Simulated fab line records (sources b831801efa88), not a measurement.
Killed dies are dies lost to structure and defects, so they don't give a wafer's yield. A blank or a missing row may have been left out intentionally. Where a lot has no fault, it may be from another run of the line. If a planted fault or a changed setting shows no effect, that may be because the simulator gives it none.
fab line records	flow sky130
record: lots: 6	wafers: 18	last-day: 49
route steps=708 shown POLY_CUT@317 SD_P@320 RES_XHIGH@332 SD_N@342 PAD_OPEN@708
lots with no fault: from the same line, run without faults
start-h: start of the lot's first displayed wafer, in hours after the record's first day	wait-h: time in hours since the lot's previous step	" identical to the entry in the row above	L1.1+2: a row that stands for several wafers	- no value, or no start given	* or withheld: withheld	< > ~ a bound
route shown NAME@n: names a module that has steps shown in the file, with the first one's number in the route	usual: the fault-free wafers' mean and standard deviation	same: alike in all rows	chamber/n: place in a boat	sites: per-site readings	_std_site: standard deviation across them	_edge_site: inner sites' mean taken away from outer sites' mean	radius-mm: how far each site lies from the wafer's centre	mask NAME#n: copy n	behind: tool/chamber where the wafer was last shaped	hold: what put the lot on hold/how long, in hours/how the hold closed	device: transistor that didn't switch, given as n, p or np	end of line: at the end of the route, the tests of the same wafers	for a step that has no rows: nothing shown but its recipe	killed: the dies lost at the first sort to structure and to defects; this is not the yield of the wafer	map: per-die view of a wafer (x killed, . not killed, _ where there is no die)
set.NAME: setting as actually run; set.NAME@STEP: the setting as run at that earlier step	model.NAME: the simulator's own value behind a step, which no gauge read
lots at selected steps of the route; one table per step, one row per wafer
services: from which hour (start-h, from the record's first day; less than 0 if before it) a tool's chamber was out of use, for how many hours, and why
== steps ==
step: SKY_POLY_CUT_ETCH_10
recipe: chemistry: N2/H2	target: BARC	ion-energy-ev: 200	source-w: 500	bias-w: 100	pressure-mtorr: 30	n2-flow-sccm: 100	h2-flow-sccm: 200	stop-on: SiO2	time-s: 45.9	target-depth-a: 600
usual: drypump-motor-current-A: 5.9/0.49	h2-flow-sccm: 200.0/0.64	oes-product-au: 0.856/0.0049	throttle-valve-pct: 13.225/0.0084
lot.wafer	tool	chamber	start-h	wait-h	drypump-motor-current-A	h2-flow-sccm	oes-product-au	rf-hours-counter-h	throttle-valve-pct
L687.2	rie-diel-01	1	573.81	0.0	5.6	200.0	0.853	57	13.219
L687.3	"	3	"	"	5.9	200.1	0.859	7	13.231
L687.4	"	0	"	"	6.1	200.0	0.854	2	13.217
L689.2	rie-diel-02	1	593.41	0.0	6.0	198.5	0.850	4	13.236
L689.3	"	2	"	"	5.1	199.3	0.864	6	13.217
L689.6	"	1	"	"	6.0	199.5	0.856	-	13.217
L690.2	rie-diel-03	0	599.02	0.0	6.1	199.7	0.849	15	13.235
L690.3	"	3	"	"	5.9	200.5	0.851	3	13.223
L690.5	"	1	"	"	5.9	200.1	0.849	-	13.237
L694.1	rie-diel-02	2	638.11	0.0	5.1	200.6	0.854	7	13.226
L694.3	"	1	"	"	6.0	200.7	0.846	5	13.240
L694.4	"	3	"	"	5.1	200.3	0.857	4	13.232
L699.3	rie-diel-02	2	672.92	0.0	5.2	200.9	0.859	8	13.235
L699.5	"	1	"	"	6.0	199.9	0.860	-	13.221
L699.6	"	2	"	"	5.1	200.0	0.854	-	13.229
L701.1	rie-diel-01	2	700.18	0.0	5.9	200.1	0.848	4	13.225
L701.2	"	3	"	"	5.9	199.5	0.855	10	13.220
L701.3	"	0	"	"	6.1	200.5	0.853	5	13.223
step: SKY_POLY_CUT_ETCH_11
recipe: target: Si3N4	chemistry: CF4/CH2F2/Ar	stop-on: poly-Si	source-w: 600	bias-w: 150	pressure-mtorr: 40	cf4-flow-sccm: 40	ch2f2-flow-sccm: 20	Ar_flow_sccm: 150	time-s: 42.5	target-depth-a: 600
usual: drypump-motor-current-A: 5.9/0.49	oes-product-au: 0.828/0.0077	throttle-valve-pct: 14.995/0.009
lot.wafer	tool	chamber	start-h	wait-h	drypump-motor-current-A	oes-product-au	rf-hours-counter-h	throttle-valve-pct
L687.2	rie-diel-01	1	573.86	0.0	5.6	0.831	57	14.984
L687.3	"	3	"	"	5.9	0.825	7	14.994
L687.4	"	0	"	"	6.1	0.821	2	14.996
L689.2	rie-diel-02	1	593.46	0.0	6.0	0.824	4	14.986
L689.3	"	2	"	"	5.2	0.833	6	14.996
L689.6	"	1	"	"	6.0	0.825	-	15.001
L690.2	rie-diel-03	0	599.06	0.0	6.0	0.835	15	14.988
L690.3	"	3	"	"	5.8	0.833	3	14.988
L690.5	"	1	"	"	5.9	0.839	-	14.994
L694.1	rie-diel-02	2	638.16	0.0	5.1	0.832	7	14.990
L694.3	"	1	"	"	6.0	0.845	5	14.998
L694.4	"	3	"	"	5.0	0.838	4	14.993
L699.3	rie-diel-02	2	672.96	0.0	5.1	0.826	8	15.003
L699.5	"	1	"	"	6.0	0.811	-	14.996
L699.6	"	2	"	"	5.1	0.825	-	15.005
L701.1	rie-diel-01	2	700.23	0.0	6.0	0.829	4	14.993
L701.2	"	3	"	"	5.9	0.828	10	15.003
L701.3	"	0	"	"	6.1	0.826	5	15.000
step: SKY_POLY_CUT_STRIP_12
recipe: chemistry: O2/N2	power-w: 1400	pressure-mtorr: 1500	platen-temp-c: withheld	o2-flow-sccm: 3000	n2-flow-sccm: 300	overash-fraction: 0.5
usual: drypump-motor-current-A: 5.51/0.22	oes-product-au: 0.453/0.005	strip-time-to-endpoint-s: 5.364/0.018
lot.wafer	tool	chamber	start-h	wait-h	drypump-motor-current-A	oes-product-au	rf-hours-counter-h	strip-time-to-endpoint-s
L687.2	plasma-asher-01	0	573.90	0.0	5.58	0.453	47	5.368
L687.3	"	0	"	"	5.56	0.453	-	5.382
L687.4	"	1	"	"	5.45	0.451	-	5.382
L689.2	plasma-asher-01	0	593.50	0.0	5.58	0.445	49	5.363
L689.3	"	1	"	"	5.46	0.456	-	5.374
L689.6	"	0	"	"	5.57	0.464	-	5.373
L690.2	plasma-asher-03	1	599.10	0.0	5.72	0.458	76	5.369
L690.3	"	0	"	"	5.24	0.454	-	5.344
L690.5	"	1	"	"	5.71	0.456	-	5.377
L694.1	plasma-asher-03	0	638.20	0.0	5.25	0.454	79	5.363
L694.3	"	1	"	"	5.75	0.451	-	5.355
L694.4	"	0	"	"	5.28	0.456	-	5.367
L699.3	plasma-asher-03	0	673.04	0.1	5.27	0.455	-	5.369
L699.5	"	0	"	"	5.29	0.450	-	5.356
L699.6	"	1	"	"	5.75	0.452	-	5.377
L701.1	plasma-asher-02	1	700.27	0.0	5.25	0.444	97	5.327
L701.2	"	0	"	"	5.78	0.452	97	5.345
L701.3	"	0	"	"	5.76	0.456	-	5.353
step: SKY_SD_P_DEHYDRATE_00
recipe: temp-c: 200	time-s: 60
step: SKY_SD_P_HMDS_01
recipe: prime-time-s: 60	prime-temp-c: 120
step: SKY_SD_P_COAT_02
recipe: resist: NOVOLAK	spin-rpm: 3000	resist-thk-nm: 1140
step: SKY_SD_P_SOFTBAKE_03
recipe: temp-c: 90	time-s: 60	resist: NOVOLAK
step: SKY_SD_P_EXPOSE_04
recipe: mask-id: PSDM	na: 0.6	source-shape: conventional	sigma-outer: 0.6	polarization: unpolarized	target-cd-nm: 380	dose-mj: 138
step: SKY_SD_P_PEB_05
recipe: temp-c: withheld	time-s: *	resist: NOVOLAK
step: SKY_SD_P_DEVELOP_06
recipe: resist: NOVOLAK	developer: TMAH	develop-time-s: 60	dev-temp-c: 23
step: SKY_SD_P_CD_MEAS_07
recipe: target-cd-nm: 380
usual: cd-nm: 380.0/2.1
lot.wafer	tool	chamber	start-h	wait-h	cd-nm
L687.2	cd-sem-01	-	604.75	0.1	375.5
L687.3	"	-	"	"	378.3
L687.4	"	-	"	"	375.5
L689.2	cd-sem-01	-	622.13	0.1	384.3
L689.3	"	-	"	"	381.1
L689.6	"	-	"	"	381.4
L690.2	cd-sem-01	-	628.40	0.1	379.9
L690.3	"	-	"	"	381.9
L690.5	"	-	"	"	383.0
L694.1	cd-sem-02	-	666.86	0.1	380.9
L694.3	"	-	"	"	380.2
L694.4	"	-	"	"	378.7
L699.3	cd-sem-02	-	700.67	0.1	381.0
L699.5	"	-	"	"	377.6
L699.6	"	-	"	"	381.8
L701.1	cd-sem-02	-	728.30	0.2	376.9
L701.2	"	-	"	"	377.5
L701.3	"	-	"	"	377.1
step: SKY_SD_P_OVL_MEAS_08
usual: SD_P_OVL: -0.7/1.6
lot.wafer	tool	chamber	start-h	wait-h	SD_P_OVL[nm]
L687.2	overlay-01	-	604.85	0.1	-1.6
L687.3	"	-	"	"	-0.1
L687.4	"	-	"	"	-0.7
L689.2	overlay-02	-	622.23	0.1	-3.9
L689.3	"	-	"	"	0.7
L689.6	"	-	"	"	-0.7
L690.2	overlay-02	-	628.51	0.1	-0.5
L690.3	"	-	"	"	-1.3
L690.5	"	-	"	"	-0.4
L694.1	overlay-02	-	666.98	0.1	1.8
L694.3	"	-	"	"	-0.1
L694.4	"	-	"	"	0.4
L699.3	overlay-02	-	700.76	0.1	-1.3
L699.5	"	-	"	"	-1.9
L699.6	"	-	"	"	-1.7
L701.1	overlay-02	-	728.42	0.1	-0.6
L701.2	"	-	"	"	-0.5
L701.3	"	-	"	"	3.3
step: SKY_SD_P_IMPLANT_09
recipe: species: BF2	energy-kev: 20	dose-cm2: 3e+15	tilt-deg: 0
lot.wafer	tool	chamber	start-h	wait-h
L687.2+3+4	implanter-02	0	604.91	0.0
L689.2+3+6	implanter-01	0	622.29	0.0
L690.2+3+5	implanter-03	0	628.56	0.0
L694.1+3+4	implanter-02	0	667.01	0.0
L699.3+5+6	implanter-03	0	700.83	0.1
L701.1+2+3	implanter-03	0	728.45	0.0
step: SKY_SD_P_STRIP_10
recipe: chemistry: O2/N2	power-w: 1400	pressure-mtorr: 1500	platen-temp-c: withheld	o2-flow-sccm: 3000	n2-flow-sccm: 300	overash-fraction: 0.5
step: SKY_SD_P_TW_MEAS_11
usual: SD_P_TW: 2828/18
lot.wafer	tool	chamber	start-h	wait-h	SD_P_TW
L687.2	film-metro-01	-	605.14	0.1	2831
L687.3	"	-	"	"	2839
L687.4	"	-	"	"	2824
L689.2	film-metro-03	-	622.52	0.1	2809
L689.3	"	-	"	"	2815
L689.6	"	-	"	"	2824
L690.2	film-metro-04	-	628.80	0.1	2824
L690.3	"	-	"	"	2813
L690.5	"	-	"	"	2813
L694.1	film-metro-01	-	667.26	0.1	2850
L694.3	"	-	"	"	2847
L694.4	"	-	"	"	2847
L699.3	film-metro-01	-	701.05	0.1	2833
L699.5	"	-	"	"	2824
L699.6	"	-	"	"	2842
L701.1	film-metro-01	-	728.70	0.1	2825
L701.2	"	-	"	"	2826
L701.3	"	-	"	"	2844
step: SKY_RES_XHIGH_DEHYDRATE_00
recipe: temp-c: 200	time-s: 60
step: SKY_RES_XHIGH_HMDS_01
recipe: prime-time-s: 60	prime-temp-c: 120
step: SKY_RES_XHIGH_COAT_02
recipe: resist: NOVOLAK	spin-rpm: 3000	resist-thk-nm: 1140
step: SKY_RES_XHIGH_SOFTBAKE_03
recipe: temp-c: 90	time-s: 58.47	resist: NOVOLAK
step: SKY_RES_XHIGH_EXPOSE_04
recipe: mask-id: URPM	na: 0.6	source-shape: conventional	sigma-outer: 0.6	polarization: unpolarized	target-cd-nm: 1270	dose-mj: 140
step: SKY_RES_XHIGH_PEB_05
recipe: temp-c: withheld	time-s: *	resist: NOVOLAK
step: SKY_RES_XHIGH_DEVELOP_06
recipe: resist: NOVOLAK	developer: TMAH	develop-time-s: 60	dev-temp-c: 23
step: SKY_RES_XHIGH_IMPLANT_07
recipe: species: BF2	energy-kev: 20	dose-cm2: 3.6e+14	tilt-deg: 0
step: SKY_RES_XHIGH_STRIP_08
recipe: chemistry: O2/N2	power-w: 1400	pressure-mtorr: 1500	platen-temp-c: withheld	o2-flow-sccm: 3000	n2-flow-sccm: 300	overash-fraction: 0.5
usual: drypump-motor-current-A: 5.66/0.25	oes-product-au: 0.711/0.0048	strip-time-to-endpoint-s: 14.25/0.034
lot.wafer	tool	chamber	start-h	wait-h	drypump-motor-current-A	oes-product-au	rf-hours-counter-h	strip-time-to-endpoint-s
L687.2	plasma-asher-04	0	633.08	0.1	5.65	0.717	20	14.25
L687.3	"	1	"	"	5.93	0.712	-	14.23
L687.4	"	0	"	"	5.67	0.713	-	14.24
L689.2	plasma-asher-03	1	651.86	0.1	5.76	0.711	81	14.28
L689.3	"	1	"	"	5.77	0.710	-	14.19
L689.6	"	1	"	"	5.78	0.714	-	14.25
L690.2	plasma-asher-02	1	656.78	0.1	5.22	0.718	93	14.25
L690.3	"	1	"	"	5.21	0.712	-	14.19
L690.5	"	1	"	"	5.23	0.713	-	14.24
L694.1	plasma-asher-02	1	695.66	0.1	5.24	0.710	97	14.22
L694.3	"	0	"	"	5.75	0.708	-	14.20
L694.4	"	1	"	"	5.23	0.711	-	14.22
L699.3	plasma-asher-03	1	728.69	0.1	5.75	0.710	-	14.27
L699.5	"	0	"	"	5.27	0.716	-	14.28
L699.6	"	1	"	"	5.75	0.706	-	14.31
L701.1	plasma-asher-03	1	755.83	0.1	5.73	0.714	92	14.25
L701.2	"	0	"	"	5.27	0.702	92	14.23
L701.3	"	1	"	"	5.77	0.712	-	14.19
step: SKY_RES_XHIGH_TW_MEAS_09
usual: RES_XHIGH_TW: 1640/9.6
lot.wafer	tool	chamber	start-h	wait-h	RES_XHIGH_TW
L687.2	film-metro-03	-	633.19	0.1	1631
L687.3	"	-	"	"	1627
L687.4	"	-	"	"	1638
L689.2	film-metro-03	-	651.97	0.1	1633
L689.3	"	-	"	"	1622
L689.6	"	-	"	"	1633
L690.2	film-metro-04	-	656.89	0.1	1638
L690.3	"	-	"	"	1636
L690.5	"	-	"	"	1636
L694.1	film-metro-03	-	695.76	0.1	1638
L694.3	"	-	"	"	1637
L694.4	"	-	"	"	1641
L699.3	film-metro-04	-	728.78	0.1	1635
L699.5	"	-	"	"	1627
L699.6	"	-	"	"	1632
L701.1	film-metro-03	-	755.93	0.1	1629
L701.2	"	-	"	"	1640
L701.3	"	-	"	"	1632
step: SKY_SD_N_DEHYDRATE_00
recipe: temp-c: 200	time-s: 60
step: SKY_SD_N_HMDS_01
recipe: prime-time-s: 60	prime-temp-c: 120
step: SKY_SD_N_COAT_02
recipe: resist: NOVOLAK	spin-rpm: 3000	resist-thk-nm: 1140
step: SKY_SD_N_SOFTBAKE_03
recipe: temp-c: 90	time-s: 60	resist: NOVOLAK
step: SKY_SD_N_EXPOSE_04
recipe: mask-id: NSDM	na: 0.6	source-shape: conventional	sigma-outer: 0.6	polarization: unpolarized	target-cd-nm: 380	dose-mj: 141
step: SKY_SD_N_PEB_05
recipe: temp-c: withheld	time-s: *	resist: NOVOLAK
step: SKY_SD_N_DEVELOP_06
recipe: resist: NOVOLAK	developer: TMAH	develop-time-s: 60	dev-temp-c: 23
step: SKY_SD_N_CD_MEAS_07
recipe: target-cd-nm: 380
usual: cd-nm: 380.1/2.6
lot.wafer	tool	chamber	start-h	wait-h	cd-nm
L687.2	cd-sem-02	-	662.20	0.2	379.9
L687.3	"	-	"	"	382.6
L687.4	"	-	"	"	380.1
L689.2	cd-sem-01	-	679.95	0.1	383.7
L689.3	"	-	"	"	383.3
L689.6	"	-	"	"	383.2
L690.2	cd-sem-02	-	684.65	0.1	377.0
L690.3	"	-	"	"	374.4
L690.5	"	-	"	"	375.3
L694.1	cd-sem-01	-	723.92	0.1	385.0
L694.3	"	-	"	"	385.7
L694.4	"	-	"	"	385.2
L699.3	cd-sem-01	-	755.42	0.1	380.6
L699.5	"	-	"	"	380.0
L699.6	"	-	"	"	380.1
L701.1	cd-sem-01	-	782.47	0.1	382.7
L701.2	"	-	"	"	381.5
L701.3	"	-	"	"	382.7
step: SKY_SD_N_OVL_MEAS_08
usual: SD_N_OVL: -0.5/1.1
lot.wafer	tool	chamber	start-h	wait-h	SD_N_OVL[nm]
L687.2	overlay-02	-	662.30	0.1	-0.9
L687.3	"	-	"	"	1.0
L687.4	"	-	"	"	-0.2
L689.2	overlay-01	-	680.06	0.1	-0.3
L689.3	"	-	"	"	-1.4
L689.6	"	-	"	"	-2.1
L690.2	overlay-01	-	684.75	0.1	-0.4
L690.3	"	-	"	"	-1.8
L690.5	"	-	"	"	-1.2
L694.1	overlay-02	-	724.04	0.1	-0.7
L694.3	"	-	"	"	0.3
L694.4	"	-	"	"	-0.2
L699.3	overlay-01	-	755.51	0.1	0.0
L699.5	"	-	"	"	-1.0
L699.6	"	-	"	"	-0.5
L701.1	overlay-02	-	782.59	0.1	0.6
L701.2	"	-	"	"	0.5
L701.3	"	-	"	"	-0.9
step: SKY_SD_N_IMPLANT_09
recipe: species: As	energy-kev: 50	dose-cm2: 4e+15	tilt-deg: 0
step: SKY_SD_N_IMPLANT_10
recipe: species: P	energy-kev: 20	dose-cm2: 1e+14	tilt-deg: 0
step: SKY_SD_N_STRIP_11
recipe: chemistry: O2/N2	power-w: 1400	pressure-mtorr: 1500	platen-temp-c: withheld	o2-flow-sccm: 3000	n2-flow-sccm: 300	overash-fraction: 0.5
usual: drypump-motor-current-A: 5.57/0.21	oes-product-au: 0.528/0.0044	strip-time-to-endpoint-s: 22.54/0.043
lot.wafer	tool	chamber	start-h	wait-h	drypump-motor-current-A	oes-product-au	rf-hours-counter-h	strip-time-to-endpoint-s
L687.2	plasma-asher-03	0	662.63	0.1	5.26	0.524	82	22.53
L687.3	"	0	"	"	5.26	0.526	-	22.54
L687.4	"	1	"	"	5.78	0.531	-	22.54
L689.2	plasma-asher-01	0	680.39	0.1	5.59	0.531	57	22.48
L689.3	"	0	"	"	5.61	0.527	-	22.47
L689.6	"	1	"	"	5.47	0.534	-	22.45
L690.2	plasma-asher-04	1	685.08	0.1	5.94	0.525	25	22.48
L690.3	"	1	"	"	5.93	0.533	-	22.49
L690.5	"	0	"	"	5.65	0.533	-	22.47
L694.1	plasma-asher-04	1	724.37	0.1	5.94	0.528	28	22.58
L694.3	"	0	"	"	5.64	0.530	-	22.57
L694.4	"	1	"	"	5.92	0.529	-	22.60
L699.3	plasma-asher-01	1	755.87	0.1	5.46	0.528	-	22.48
L699.5	"	1	"	"	5.46	0.532	-	22.50
L699.6	"	0	"	"	5.56	0.524	-	22.49
L701.1	plasma-asher-01	0	782.92	0.1	5.54	0.531	68	22.54
L701.2	"	1	"	"	5.47	0.527	68	22.50
L701.3	"	1	"	"	5.47	0.528	-	22.53
step: SKY_SD_N_TW_MEAS_12
usual: SD_N_TW: 3990/23
lot.wafer	tool	chamber	start-h	wait-h	SD_N_TW
L687.2	film-metro-01	-	662.74	0.1	3998
L687.3	"	-	"	"	4016
L687.4	"	-	"	"	4020
L689.2	film-metro-04	-	680.50	0.1	3999
L689.3	"	-	"	"	3983
L689.6	"	-	"	"	3985
L690.2	film-metro-04	-	685.19	0.1	3992
L690.3	"	-	"	"	3997
L690.5	"	-	"	"	3975
L694.1	film-metro-01	-	724.47	0.1	4005
L694.3	"	-	"	"	4026
L694.4	"	-	"	"	4015
L699.3	film-metro-01	-	755.96	0.1	3981
L699.5	"	-	"	"	3991
L699.6	"	-	"	"	4002
L701.1	film-metro-03	-	783.02	0.1	3977
L701.2	"	-	"	"	3986
L701.3	"	-	"	"	3973
step: SKY_SD_N_CLEAN_13
recipe: chemistry: SC1/SC2	mix: 1:4:20	temp-c: 70	time-s: 150	dry: n2-spin
step: SKY_SD_N_RTA_14
recipe: temp-c: 1075	time-s: 2	idle-temp-c: 650	ramp-up-c-per-s: 150	ramp-down-c-per-s: 90	ambient: N2
step: SKY_SD_N_RS_MEAS_16
recipe: thk-meas-gauge: four-point-probe
usual: SD_N_RS: 68.57/0.17
lot.wafer	tool	chamber	start-h	wait-h	SD_N_RS[ohm/sq]
L687.2	film-metro-03	-	663.15	0.1	68.57
L687.3	"	-	"	"	68.56
L687.4	"	-	"	"	68.50
L689.2	film-metro-03	-	680.79	0.1	68.38
L689.3	"	-	"	"	68.51
L689.6	"	-	"	"	68.60
L690.2	film-metro-01	-	685.49	0.1	68.97
L690.3	"	-	"	"	68.84
L690.5	"	-	"	"	68.88
L694.1	film-metro-03	-	724.76	0.1	68.28
L694.3	"	-	"	"	68.53
L694.4	"	-	"	"	68.43
L699.3	film-metro-03	-	756.26	0.1	68.54
L699.5	"	-	"	"	68.63
L699.6	"	-	"	"	68.63
L701.1	film-metro-01	-	783.31	0.1	68.81
L701.2	"	-	"	"	68.80
L701.3	"	-	"	"	68.84
step: SKY_PAD_OPEN_PROBE_99
usual: killed_at_M0_to_M3: 42/7.5	killed_at_M4_up: 3.2/1.7	killed-at-contacts: 24/5.1	killed-at-front-end: 15/4.1	killed-at-other: 0.3/0.58	killed-dies: 85/8.9	killed-open: 46/6.4	killed-short: 39/6
same: gross-dies: 492	killed-at-back-side: 0
lot.wafer	tool	chamber	start-h	wait-h	killed_at_M0_to_M3	killed_at_M4_up	killed-at-contacts	killed-at-front-end	killed-at-other	killed-dies	killed-open	killed-short	model.etest.res-high-po.rs-ohm-sq-range	model.etest.res-pdiff.rs-ohm-sq-range
L687.2	prober-02	-	1086.64	0.1	40	5	24	18	0	87	44	43	5.597	5.38
L687.3	prober-02	-	1086.69	0.2	37	7	20	12	0	76	46	30	6.023	6.678
L687.4	prober-02	-	1086.74	0.2	30	2	24	16	1	73	39	34	6.025	4.494
L689.2	prober-02	-	1098.42	0.1	40	7	32	13	1	93	54	39	14.71	8.937
L689.3	prober-02	-	1098.47	0.2	43	3	20	16	1	83	44	37	11.74	10.15
L689.6	prober-02	-	1098.62	0.2	41	4	27	12	1	85	42	42	12.91	10.09
L690.2	prober-01	-	1103.54	0.1	41	3	25	14	1	84	42	42	5.826	5.569
L690.3	prober-01	-	1103.59	0.2	37	3	20	18	0	78	43	35	5.886	5.329
L690.5	prober-01	-	1103.69	0.2	33	1	22	11	0	67	32	35	6.4	4.775
L694.1	prober-01	-	1130.76	0.1	43	8	26	18	0	95	52	42	5.066	3.435
L694.3	prober-01	-	1130.86	0.2	45	4	30	9	0	88	48	39	3.94	3.369
L694.4	prober-01	-	1130.91	0.2	52	5	20	22	0	99	49	48	2.634	2.33
L699.3	prober-02	-	1154.11	0.2	56	4	16	12	1	89	54	35	43.4	15.43
L699.5	prober-02	-	1154.21	0.2	47	8	22	13	1	91	51	39	45.46	15.41
L699.6	prober-02	-	1154.26	0.2	45	3	20	13	0	81	51	30	42.81	16.39
L701.1	prober-02	-	1171.85	0.1	51	2	23	19	0	95	48	47	46.05	11.8
L701.2	prober-02	-	1171.90	0.1	52	1	32	16	0	101	51	50	45.66	13.06
L701.3	prober-02	-	1171.95	0.2	43	2	14	19	0	78	35	43	48.81	13.57
killed by level:class
L687.2 VIA2:geometric-particle:open=9 CONTACT:geometric-particle:open=9 FIELD_ISO:geometric-particle:open=6 METAL2:geometric-particle:short=6 VIA3:geometric-particle:open=6 VIA2:geometric-particle:short=6 LOCAL_INTERCONNECT:geometric-particle:short=5 CONTACT:geometric-particle:short=5
L687.3 CONTACT:geometric-particle:open=14 VIA1:geometric-particle:open=12 FIELD_ISO:geometric-particle:open=5 METAL2:geometric-particle:short=5 VIA2:geometric-particle:open=5 METAL4:geometric-particle:short=5 FIELD_ISO:geometric-particle:short=4 VIA1:geometric-particle:short=4
L687.4 CONTACT:geometric-particle:open=11 FIELD_ISO:geometric-particle:open=7 LOCAL_INTERCONNECT:geometric-particle:short=7 VIA2:geometric-particle:open=7 VIA1:geometric-particle:open=5 METAL2:geometric-particle:short=4 FIELD_ISO:geometric-particle:short=3 POLY_GATE:geometric-particle:open=3
L689.2 LI_CONTACT:geometric-particle:open=12 CONTACT:geometric-particle:open=9 VIA1:geometric-particle:open=8 FIELD_ISO:geometric-particle:open=6 LI_CONTACT:geometric-particle:short=6 VIA3:geometric-particle:open=6 METAL2:geometric-particle:short=5 VIA2:geometric-particle:open=5
L689.3 VIA1:geometric-particle:open=11 POLY_GATE:geometric-particle:open=6 LI_CONTACT:geometric-particle:open=6 METAL1:geometric-particle:short=6 METAL2:geometric-particle:short=6 VIA2:geometric-particle:open=6 CONTACT:geometric-particle:short=5 VIA3:geometric-particle:open=4
L689.6 VIA1:geometric-particle:open=13 CONTACT:geometric-particle:open=7 LI_CONTACT:geometric-particle:open=6 METAL1:geometric-particle:short=6 LI_CONTACT:geometric-particle:short=5 VIA1:geometric-particle:short=5 FIELD_ISO:geometric-particle:open=4 CONTACT:geometric-particle:short=4
L690.2 VIA1:geometric-particle:open=10 CONTACT:geometric-particle:open=7 VIA2:geometric-particle:open=7 LOCAL_INTERCONNECT:geometric-particle:short=6 VIA2:geometric-particle:short=6 FIELD_ISO:geometric-particle:short=5 VIA3:geometric-particle:open=5 LI_CONTACT:geometric-particle:short=4
L690.3 VIA1:geometric-particle:open=8 FIELD_ISO:geometric-particle:open=7 FIELD_ISO:geometric-particle:short=7 VIA2:geometric-particle:open=7 LI_CONTACT:geometric-particle:open=5 CONTACT:geometric-particle:open=5 METAL1:geometric-particle:short=5 LOCAL_INTERCONNECT:geometric-particle:short=4
L690.5 CONTACT:geometric-particle:open=8 CONTACT:geometric-particle:short=7 METAL1:geometric-particle:short=6 VIA1:geometric-particle:open=5 METAL2:geometric-particle:short=4 VIA3:geometric-particle:open=4 VIA3:geometric-particle:short=4 POLY_GATE:geometric-particle:short=3
L694.1 CONTACT:geometric-particle:open=11 VIA1:geometric-particle:open=10 LI_CONTACT:geometric-particle:open=8 FIELD_ISO:geometric-particle:short=5 CONTACT:geometric-particle:short=5 VIA2:geometric-particle:open=5 VIA3:geometric-particle:short=5 POLY_GATE:geometric-particle:open=4
L694.3 CONTACT:geometric-particle:open=13 LOCAL_INTERCONNECT:geometric-particle:short=8 VIA1:geometric-particle:open=8 METAL3:geometric-particle:short=7 VIA2:geometric-particle:open=7 CONTACT:geometric-particle:short=5 METAL1:geometric-particle:short=5 VIA3:geometric-particle:open=5
L694.4 VIA1:geometric-particle:open=15 METAL2:geometric-particle:short=8 VIA3:geometric-particle:open=7 LI_CONTACT:geometric-particle:open=6 CONTACT:geometric-particle:short=5 VIA1:geometric-particle:short=5 FIELD_ISO:geometric-particle:short=4 POLY_GATE:geometric-particle:open=4
L699.3 VIA3:geometric-particle:open=12 VIA2:geometric-particle:open=10 VIA1:geometric-particle:open=8 CONTACT:geometric-particle:open=8 VIA1:geometric-particle:short=7 METAL2:geometric-particle:short=7 METAL1:geometric-particle:short=5 FIELD_ISO:geometric-particle:short=3
L699.5 VIA1:geometric-particle:open=13 CONTACT:geometric-particle:open=8 VIA2:geometric-particle:open=8 METAL2:geometric-particle:short=7 LI_CONTACT:geometric-particle:open=6 METAL1:geometric-particle:short=5 VIA1:geometric-particle:short=5 FIELD_ISO:geometric-particle:short=4
L699.6 VIA1:geometric-particle:open=16 CONTACT:geometric-particle:open=8 VIA3:geometric-particle:open=6 VIA2:geometric-particle:open=5 FIELD_ISO:geometric-particle:open=4 LI_CONTACT:geometric-particle:short=4 METAL2:geometric-particle:short=4 POLY_GATE:geometric-particle:short=3
L701.1 VIA1:geometric-particle:open=10 METAL2:geometric-particle:short=9 POLY_GATE:geometric-particle:open=8 CONTACT:geometric-particle:short=7 CONTACT:geometric-particle:open=7 VIA2:geometric-particle:open=7 POLY_GATE:geometric-particle:short=6 METAL1:geometric-particle:short=6
L701.2 VIA1:geometric-particle:open=13 METAL2:geometric-particle:short=10 LI_CONTACT:geometric-particle:open=9 CONTACT:geometric-particle:open=9 CONTACT:geometric-particle:short=8 POLY_GATE:geometric-particle:open=6 METAL1:geometric-particle:short=6 VIA2:geometric-particle:open=6
L701.3 METAL1:geometric-particle:short=9 VIA1:geometric-particle:open=8 VIA2:geometric-particle:open=6 FIELD_ISO:geometric-particle:open=5 POLY_GATE:geometric-particle:short=5 METAL2:geometric-particle:short=5 VIA3:geometric-particle:open=5 CONTACT:geometric-particle:short=4
== services ==
tool	chamber	start-h	hours	kind
rie-diel-02	3	552.51	2.4	repair
rie-diel-03	0	560.78	1.8	repair
rie-diel-01	2	563.10	4.2	repair
implanter-01	-	564.26	5.2	pm
implanter-01	-	602.74	2.9	pm
rie-diel-02	-	626.60	7.8	repair
rie-diel-01	0	630.68	7.6	repair
implanter-01	-	635.90	11.0	repair
plasma-asher-04	-	655.73	2.9	repair
implanter-02	-	657.90	6.5	repair
rie-diel-01	0	659.57	14.6	repair
plasma-asher-01	-	666.92	6.6	repair
plasma-asher-04	-	672.43	0.8	repair
implanter-02	-	710.68	4.7	repair
rie-diel-01	2	719.34	4.0	repair
plasma-asher-04	-	722.51	1.7	repair
rie-diel-01	3	722.78	1.4	repair
rie-diel-03	0	731.74	13.9	repair
plasma-asher-02	-	732.05	2.8	pm
plasma-asher-02	-	734.80	9.0	pm
rie-diel-03	1	742.75	6.4	repair
plasma-asher-02	-	756.85	15.6	pm
plasma-asher-03	-	763.55	2.8	pm
rie-diel-03	0	780.06	2.7	repair
== key ==
first-sign none at tools or gauges
model-effect: step: SKY_PAD_OPEN_PROBE_99	value: etest.res-high-po.rs-ohm-sq-range	without: 8.31	struck: 45.37
met-at SKY_SD_P_IMPLANT_09
struck-wafers L699.3,L699.5,L699.6,L701.1,L701.2,L701.3
tester-left-out L699,L701
onset-between 628.56 700.83
also-fits time
fault: kind: process-parameter-drift	tool: implanter-03	chamber: -	onset-h: 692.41	steps: SKY_SD_P_IMPLANT_09	channel: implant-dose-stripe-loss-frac	offset: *	shape: step	end-h: 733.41
tester-left-out: of these lots the tester's yield and bins aren't shown, on N5 and GAA mostly nor the transistor test; their killed dies are dies lost to structure and defects alone, not to doping, threshold or leakage, so they don't give the yield
